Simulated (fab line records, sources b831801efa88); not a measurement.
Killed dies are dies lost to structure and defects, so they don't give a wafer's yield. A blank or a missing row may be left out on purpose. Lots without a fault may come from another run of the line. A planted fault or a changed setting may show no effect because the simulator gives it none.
A struck lot beside a sound one | flow sky130 | 15 steps out of a route of 708
Sound: wafers L391.1, L391.4, L391.6. Struck: wafers L383.2, L383.3, L383.5. The cause comes at the end.
At each step with rows: each side's tool, then ch and its chambers, then its first start. Under that, the readings that differ: sound wafers | struck wafers | difference of the means | sigmas: that difference in standard deviations of wafers without a fault.
alike: readings whose means differ by less than 2 such deviations, and words and numbers that are the same on both sides. not compared: withheld readings, readings that some wafer has no value for, bounds like >300 that may hide the same value, and numbers for which the record gives no deviation and whose values overlap.
The two part at a step that has a row with sigmas, a row that says differs or no value, or rows on one side only. Numbers that don't overlap but have no deviation are shown without sigmas and don't part them. A reading that every wafer of one side lacks parts them only if that side has two wafers or more.

SKY_VIA4_THK_MEAS_01:
  sound on film_metro-03, day 47 14:12; struck on film_metro-04, day 45 15:52
  alike: VIA4_HDPCVD_THK
SKY_VIA4_CMP_02: polishes SiO2.
  sound on cmp-01 ch 1,2,3, day 47 14:55; struck on cmp-02 ch 0,2,3, day 45 15:55
  alike: edge_zone_pressure_frac, motor_current_A
SKY_VIA4_BOW_MEAS_03:
  sound on film_metro-03, day 47 15:07; struck on film_metro-01, day 45 16:14
  alike: VIA4_BOW
then, 7 steps without rows for these wafers: SKY_VIA4_DEHYDRATE_04 (time 60 s); SKY_VIA4_HMDS_05 (prime time 60 s); SKY_VIA4_COAT_06 (resist thk 1140 nm); SKY_VIA4_SOFTBAKE_07 (time 60 s); SKY_VIA4_EXPOSE_08 (exposes mask VIM4, target cd 800 nm); SKY_VIA4_PEB_09; SKY_VIA4_DEVELOP_10 (develop time 60 s).
SKY_VIA4_OVL_MEAS_11:
  sound on overlay-01, day 48 09:50; struck on overlay-01, day 46 12:15
  alike: VIA4_OVL
SKY_VIA4_ETCH_12: etches SiO2 in C4F8/O2/Ar, stops on TiN, target depth 580 nm.
  sound on rie_diel-01 ch 1,3, day 48 09:52; struck on rie_diel-03 ch 0,2,3, day 46 12:17
  alike: oes_product_au
SKY_VIA4_STRIP_13: strips in O2/N2.
  sound on plasma_asher-01 ch 0,1, day 48 09:56; struck on plasma_asher-02 ch 0, day 46 12:22
  no value came back on the struck wafers for any of 5 readings (chamber_pressure_mTorr (mTorr), drypump_motor_current_A (A) and others); on the sound wafers chamber_pressure_mTorr (mTorr) reads 1497.3 1499.3 1501.3
  reading                                   | sound | struck         | difference | sigmas
  model.NOVOLAK_of_VIA4_COAT_06.thk_nm (nm) | 0 0 0 | 1008 1005 1009 | +1007      |
  not compared: rf_hours_counter_h
then, 1 step without rows for these wafers: SKY_VIA4_STRIP_14 (strips in post etch residue remover, time 1200 s).
-- the record jumps here: 3 days lie between the struck wafers' starts before and after (it left off in module VIA4 and takes up again in module PAD_OPEN, whose first step shown is number 708 of the route) --
SKY_PAD_OPEN_PROBE_99:
  sound on prober-01, day 50 19:00; struck on prober-02, day 49 02:56
  reading                  | sound          | struck         | difference | sigmas
  defect_limited_yield (%) | 85.6 78.5 80.7 | 0.6 0.4 0.2    | -81.2      | -39
  killed_at_M0_to_M3       | 41 48 38       | 7 9 7          | -35        | -4
  killed_at_M4_up          | 3 5 1          | 472 470 477    | +470       | +99 or more
  killed_at_contacts       | 17 30 35       | 6 9 6          | -20        | -4
  killed_at_front_end      | 10 23 21       | 4 2 1          | -16        | -4
  killed_dies              | 71 106 95      | 489 490 491    | +399       | +40
  killed_on_rim            | 15 20 17       | 96 96 96       | +79        | +21
  killed_open              | 46 58 51       | 8 16 11        | -40        | -6
  killed_short             | 25 48 44       | 10 4 4         | -33        | -5
  sort_bin_3_pad_short (%) | 1.2 0.8 0.6    | 25.2 28.0 20.3 | +23.6      | +66
  sort_bin_5_function (%)  | 7.9 14.6 9.8   | 72.0 69.5 77.8 | +62.3      | +42
  sort_bin_6_memory (%)    | 5.3 6.1 8.9    | 2.2 2.0 1.6    | -4.8       | -4
  sort_n_pass              | 421 386 397    | 3 2 1          | -399       | -40
  sort_yield_pct (%)       | 85.6 78.5 80.7 | 0.6 0.4 0.2    | -81.2      | -39
  alike: killed_at_other

WHERE THEY PART
First at SKY_VIA4_STRIP_13; last, within this record, at SKY_PAD_OPEN_PROBE_99.

WHY: what the simulator had put in
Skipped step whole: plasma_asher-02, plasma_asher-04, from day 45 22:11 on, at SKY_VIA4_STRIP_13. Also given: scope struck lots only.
